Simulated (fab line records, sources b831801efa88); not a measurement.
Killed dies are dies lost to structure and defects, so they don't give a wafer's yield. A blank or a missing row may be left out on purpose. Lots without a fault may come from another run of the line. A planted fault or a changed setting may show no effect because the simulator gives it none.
fab line records | flow gf180mcu
record lots=11 wafers=33 last_day=34
route steps=602 shown M2@366 V2@384
lots that met no fault: from a run of the same line without faults
start_h: hours from the record's first day to the start of the lot's first wafer shown | wait_h: hours since the lot's step before | " the same as in the row above | L1.1+2: a row that stands for several wafers | - no value, or no start given | * or withheld: withheld | < > ~ a bound
route shown NAME@n: a module of which the file shows steps, and the number in the route of the first | usual: mean/standard deviation of fault-free wafers | same: alike in all rows | chamber/n: place in a boat | sites: the reading at each site | _std_site: their standard deviation | _edge_site: outer sites' mean less inner sites' | radius_mm: how far each site lies from the wafer's centre | mask NAME#n: copy n | behind: the tool/chamber that last shaped the wafer | hold: why the lot was held/for how many hours/how that ended | device: the transistor (n, p or np) that didn't switch | end of line: the same wafers' tests at the end of the route | a step without rows: its recipe alone | killed: dies lost to structure and defects at the first sort, not the wafer's yield | map: a wafer's dies, x killed, . not, _ none there
set.NAME: the setting as run; set.NAME@STEP: as run at that earlier step | model.NAME: the simulator's own value behind a step, which no gauge read
steps of the route over a sample of lots; a table a step, a row a wafer
services: from which hour (start_h, from the record's first day; less than 0 if before it) a tool's chamber was out of use, for how many hours, and why
## steps
# step GF_M2_SPUTTER_04
# recipe material=TiN target_thk_nm=50 power_w=6500 time_s=41.7 chamber_pressure_pa=0.4
# usual chamber_pressure_pa=0.4001/0.00079 throttle_valve_pct=30.2/1
# same time_s=41.7
# columns lot.wafer tool chamber start_h wait_h chamber_pressure_pa throttle_valve_pct
L617.2 pvd_sputter-04 - 422.95 0.0 0.3992 28.6
L617.4 " - " " 0.4014 28.6
L617.5 " - " " 0.3996 30.8
L618.1 pvd_sputter-04 - 432.19 0.0 0.3998 28.3
L618.4 " - " " 0.3996 32.2
L618.5 " - " " 0.4004 28.4
L619.1 pvd_sputter-03 - 442.00 0.0 0.4009 29.7
L619.3 " - " " 0.4011 29.5
L619.4 " - " " 0.4002 30.7
L621.2 pvd_sputter-04 - 464.07 0.0 0.3995 30.9
L621.3 " - " " 0.3998 32.1
L621.6 " - " " 0.3994 32.1
L622.1 pvd_sputter-02 - 465.67 0.0 0.4008 30.6
L622.4 " - " " 0.4014 31.0
L622.5 " - " " 0.4008 30.7
L628.4 pvd_sputter-02 - 521.66 0.0 0.4003 30.5
L628.5 " - " " 0.3999 30.7
L628.6 " - " " 0.3998 29.8
L629.1 pvd_sputter-03 - 529.84 0.0 0.4009 30.0
L629.2 " - " " 0.4018 30.7
L629.6 " - " " 0.4001 29.7
L630.1 pvd_sputter-03 - 538.16 0.0 0.4010 30.0
L630.2 " - " " 0.4008 29.8
L630.4 " - " " 0.4021 30.2
L637.1 pvd_sputter-02 - 592.67 0.0 0.4009 29.4
L637.2 " - " " 0.3995 31.0
L637.3 " - " " 0.4001 30.6
L638.2 pvd_sputter-04 - 601.20 0.0 0.3994 28.5
L638.3 " - " " 0.4009 31.0
L638.6 " - " " 0.3990 28.5
L639.3 pvd_sputter-04 - 604.14 0.0 0.4011 30.9
L639.4 " - " " 0.4002 32.3
L639.5 " - " " 0.4003 31.0
# step GF_M2_CD_MEAS_14
# recipe target_cd_nm=280
# usual cd_nm=280.0/1.4
# columns lot.wafer tool chamber start_h wait_h cd_nm
L617.2 cd_sem-01 - 447.87 0.1 281.5
L617.4 " - " " 281.7
L617.5 " - " " 281.0
L618.1 cd_sem-02 - 456.45 0.1 278.4
L618.4 " - " " 279.4
L618.5 " - " " 278.6
L619.1 cd_sem-01 - 465.90 0.1 279.7
L619.3 " - " " 278.6
L619.4 " - " " 279.3
L621.2 cd_sem-01 - 487.82 0.1 281.1
L621.3 " - " " 280.9
L621.6 " - " " 279.3
L622.1 cd_sem-01 - 489.55 0.1 278.6
L622.4 " - " " 278.0
L622.5 " - " " 277.2
L628.4 cd_sem-01 - 544.31 0.1 277.4
L628.5 " - " " 277.9
L628.6 " - " " 276.5
L629.1 cd_sem-01 - 552.54 0.1 281.7
L629.2 " - " " 280.3
L629.6 " - " " 281.9
L630.1 cd_sem-01 - 559.65 0.1 281.9
L630.2 " - " " 282.8
L630.4 " - " " 281.2
L637.1 cd_sem-02 - 613.85 0.1 282.6
L637.2 " - " " 281.0
L637.3 " - " " 280.7
L638.2 cd_sem-01 - 622.42 0.1 277.6
L638.3 " - " " 277.0
L638.6 " - " " 277.0
L639.3 cd_sem-01 - 625.09 0.1 279.7
L639.4 " - " " 279.8
L639.5 " - " " 280.2
# step GF_V2_CVD_02
# recipe material=SiO2 target_thk_nm=850 precursor=TEOS temp_c=400 time_s=94.851 rf_w=600
# usual heater_power_w=643/110
# columns lot.wafer tool chamber start_h wait_h heater_power_w since_wet_clean_h
L617.2 pecvd-01 2 448.84 0.0 628 274
L617.4 " 1 " " 686 -
L617.5 " 2 " " 684 -
L618.1 pecvd-02 0 457.41 0.1 575 75
L618.4 " 2 " " 741 -
L618.5 " 0 " " 622 -
L619.1 pecvd-03 1 466.90 0.1 581 501
L619.3 " 2 " " 481 501
L619.4 " 1 " " 618 -
L621.2 pecvd-02 2 488.94 0.0 739 106
L621.3 " 1 " " 752 106
L621.6 " 0 " " 529 -
L622.1 pecvd-03 2 490.51 0.1 493 524
L622.4 " 1 " " 705 -
L622.5 " 0 " " 593 -
L628.4 pecvd-02 1 545.27 0.1 595 -
L628.5 " 2 " " 691 -
L628.6 " 0 " " 648 -
L629.1 pecvd-02 0 553.50 0.1 612 171
L629.2 " 2 " " 675 171
L629.6 " 1 " " 725 -
L630.1 pecvd-01 2 560.60 0.1 723 386
L630.2 " 0 " " 395 386
L630.4 " 1 " " 832 -
L637.1 pecvd-02 2 614.94 0.1 665 232
L637.2 " 1 " " 721 232
L637.3 " 0 " " 548 232
L638.2 pecvd-02 1 623.36 0.0 677 240
L638.3 " 2 " " 695 240
L638.6 " 0 " " 648 -
L639.3 pecvd-02 2 626.14 0.0 692 243
L639.4 " 1 " " 706 -
L639.5 " 2 " " 727 -
# step GF_V2_THK_MEAS_03
# recipe reads=SiO2_of_V2_CVD_02
# usual V2_CVD_02_THK=849/14
# columns lot.wafer tool chamber start_h wait_h hold V2_CVD_02_THK[nm]
L617.2 film_metro-01 - 448.92 0.0 - 847
L617.4 " - " " - 864
L617.5 " - " " - 875
L618.1 film_metro-03 - 457.47 0.0 - 856
L618.4 " - " " - 844
L618.5 " - " " - 870
L619.1 film_metro-01 - 466.97 0.0 - 843
L619.3 " - " " - 827
L619.4 " - " " - 856
L621.2 film_metro-04 - 489.02 0.0 - 854
L621.3 " - " " - 841
L621.6 " - " " - 878
L622.1 film_metro-04 - 490.58 0.0 - 825
L622.4 " - " " - 847
L622.5 " - " " - 855
L628.4 film_metro-01 - 545.33 0.0 await_dispo/0.2h/release 850
L628.5 " - " " await_dispo/0.2h/release 838
L628.6 " - " " await_dispo/0.2h/release 1469
L628.4 film_metro-01 - 545.56 0.2 - 851
L628.5 " - " " - 838
L628.6 " - " " - 1470
L629.1 film_metro-03 - 553.62 0.1 await_dispo/0.2h/release 1438
L629.2 " - " " await_dispo/0.2h/release 839
L629.6 " - " " await_dispo/0.2h/release 850
L629.1 film_metro-03 - 553.84 0.2 - 1440
L629.2 " - " " - 840
L629.6 " - " " - 850
L630.1 film_metro-01 - 560.67 0.0 - 844
L630.2 " - " " - 837
L630.4 " - " " - 838
L637.1 film_metro-04 - 615.01 0.0 - 856
L637.2 " - " " - 836
L637.3 " - " " - 857
L638.2 film_metro-01 - 623.44 0.0 - 823
L638.3 " - " " - 849
L638.6 " - " " - 860
L639.3 film_metro-03 - 626.23 0.1 - 842
L639.4 " - " " - 854
L639.5 " - " " - 860
# step GF_V2_CMP_04
# recipe material=SiO2 down_force_psi=4 platen_rpm=60 pad_velocity_m_s=0.94248
# usual motor_current_A=12.6/1 slurry_flow_ml_min=150.0/0.46 time_to_endpoint_s=80/6.5
# columns lot.wafer tool chamber start_h wait_h hold motor_current_A slurry_flow_ml_min time_to_endpoint_s
L617.4 cmp-02 0 449.02 0.1 - 12.3 150.1 84
L617.2 " 2 " " - 11.6 149.8 80
L617.5 " 0 " " - 12.7 150.3 86
L618.1 cmp-02 1 457.58 0.1 - 11.8 149.6 88
L618.4 " 2 " " - 11.6 149.7 78
L618.5 " 0 " " - 12.5 150.9 86
L619.3 cmp-01 0 467.03 0.0 - 11.0 150.3 72
L619.1 " 2 " " - 12.1 151.0 80
L619.4 " 3 " " - 14.6 149.8 79
L621.3 cmp-02 3 489.17 0.1 - 12.8 150.8 79
L621.2 " 0 " " - 12.2 148.7 78
L621.6 " 1 " " - 12.1 149.7 98
L622.4 cmp-01 0 490.74 0.1 - 10.1 150.3 79
L622.1 " 1 " " - 12.0 149.7 68
L622.5 " 2 " " - 13.6 149.8 80
L628.4 cmp-02 1 549.93 4.4 await_dispo/4.0h/release 12.6 150.2 88
L628.5 " 3 " " await_dispo/4.0h/release 12.6 150.2 75
L628.6 " 0 " " await_dispo/4.0h/release 12.7 149.9 305
L629.1 cmp-01 2 557.66 3.8 await_dispo/3.8h/release 12.9 149.7 296
L629.2 " 0 " " await_dispo/3.8h/release 10.7 149.2 75
L629.6 " 2 " " await_dispo/3.8h/release 12.4 150.4 75
L630.2 cmp-02 0 560.73 0.0 - 12.6 149.5 74
L630.4 " 2 " " - 12.1 149.9 76
L630.1 " 3 " " - 11.7 150.4 79
L637.1 cmp-01 2 615.07 0.1 - 13.0 150.0 82
L637.3 " 0 " " - 10.9 149.9 81
L637.2 " 1 " " - 12.5 148.9 74
L638.2 cmp-01 3 623.59 0.1 - 14.9 150.1 66
L638.3 " 0 " " - 10.8 150.7 83
L638.6 " 2 " " - 12.2 149.9 84
L639.3 cmp-02 2 626.27 0.0 - 12.4 149.4 74
L639.4 " 3 " " - 12.7 149.5 80
L639.5 " 2 " " - 12.2 149.7 82
# step GF_V2_ETCH_16
# recipe chemistry=N2/H2 target_depth_a=withheld overetch_a=withheld time_s=withheld target=BARC ion_energy_ev=200 source_w=500 bias_w=100 pressure_mtorr=30 n2_flow_sccm=100 h2_flow_sccm=200
# usual drypump_motor_current_A=5.7/0.43 oes_product_au=0.854/0.0044 throttle_valve_pct=13.226/0.0093
# columns lot.wafer tool chamber start_h wait_h drypump_motor_current_A oes_product_au throttle_valve_pct
L617.2 rie_diel-03 0 474.15 0.0 5.3 0.849 13.227
L617.4 " 2 " " 5.8 0.858 13.209
L617.5 " 2 " " 5.8 0.856 13.238
L618.1 rie_diel-01 3 481.96 0.0 5.8 0.855 13.227
L618.4 " 1 " " 6.3 0.854 13.239
L618.5 " 2 " " 5.8 0.855 13.238
L619.1 rie_diel-02 3 491.75 0.0 5.9 0.861 13.220
L619.3 " 2 " " 5.4 0.856 13.232
L619.4 " 1 " " 6.4 0.849 13.233
L621.2 rie_diel-03 1 513.21 0.0 5.3 0.852 13.200
L621.3 " 3 " " 4.9 0.851 13.222
L621.6 " 2 " " 5.8 0.856 13.215
L622.1 rie_diel-01 3 514.61 0.0 5.8 0.858 13.233
L622.4 " 2 " " 5.8 0.848 13.217
L622.5 " 1 " " 6.3 0.852 13.212
L628.4 rie_diel-03 3 568.08 0.0 4.9 0.856 13.230
L628.5 " 3 " " 4.9 0.853 13.231
L628.6 " 0 " " 5.3 0.855 13.218
L629.1 rie_diel-03 3 576.21 0.0 4.9 0.851 13.241
L629.2 " 1 " " 5.3 0.861 13.234
L629.6 " 1 " " 5.3 0.860 13.221
L630.1 rie_diel-03 1 583.06 0.0 5.3 0.854 13.234
L630.2 " 0 " " 5.3 0.855 13.220
L630.4 " 3 " " 4.9 0.851 13.207
L637.1 rie_diel-01 2 635.95 0.0 5.8 0.852 13.206
L637.2 " 3 " " 5.8 0.850 13.228
L637.3 " 1 " " 6.3 0.843 13.223
L638.2 rie_diel-01 2 644.50 0.0 5.8 0.858 13.232
L638.3 " 1 " " 6.3 0.861 13.213
L638.6 " 2 " " 5.8 0.859 13.211
L639.3 rie_diel-01 0 646.51 0.0 5.6 0.849 13.228
L639.4 " 1 " " 6.3 0.859 13.233
L639.5 " 1 " " 6.3 0.852 13.219
## services
# columns tool chamber start_h hours kind
cmp-02 - 404.05 4.0 pm
pvd_sputter-03 - 420.41 3.6 repair
rie_diel-03 - 438.99 0.2 repair
rie_diel-01 2 439.52 4.1 repair
pecvd-01 1 463.40 19.5 repair
pvd_sputter-02 - 486.72 6.4 repair
rie_diel-01 3 487.52 3.2 repair
rie_diel-03 3 489.13 6.1 repair
pvd_sputter-03 - 489.57 30.4 repair
pvd_sputter-04 - 499.70 2.1 repair
cmp-01 - 503.18 7.0 pm
cmp-02 - 510.42 7.3 pm
pecvd-03 - 532.98 0.5 repair
rie_diel-03 0 537.67 1.4 repair
cmp-02 - 549.37 0.5 repair
pvd_sputter-02 - 563.79 2.6 repair
rie_diel-03 1 564.50 3.9 repair
rie_diel-03 2 566.19 8.9 repair
cmp-01 - 572.00 4.0 pm
pecvd-03 1 582.19 11.0 repair
pvd_sputter-04 - 582.77 1.7 repair
rie_diel-03 - 594.89 15.6 pm
rie_diel-01 3 616.42 10.4 repair
cmp-01 - 625.36 7.4 repair
## key
first_sign step=GF_V2_THK_MEAS_03 reading=visit direction=added
effect step=GF_V2_THK_MEAS_03 reading=V2_CVD_02_THK direction=up sigmas=43 usual=849 struck=1454
effect step=GF_V2_CMP_04 reading=time_to_endpoint_s direction=up sigmas=34 usual=* struck=*
met_at GF_V2_CVD_02
struck_lots L628,L629
struck_wafers L628.6,L629.1
not_acting_at GF_M2_SPUTTER_04,GF_M2_CD_MEAS_14,GF_V2_ETCH_16
onset_between 488.94 545.27
fault kind=process_parameter_drift tool=pecvd-02 chamber=0 onset_h=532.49 steps=GF_V2_CVD_02 channel=target_thk_nm offset=586.7 shape=step end_h=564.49 acts_in=these_recipes_only stated=850
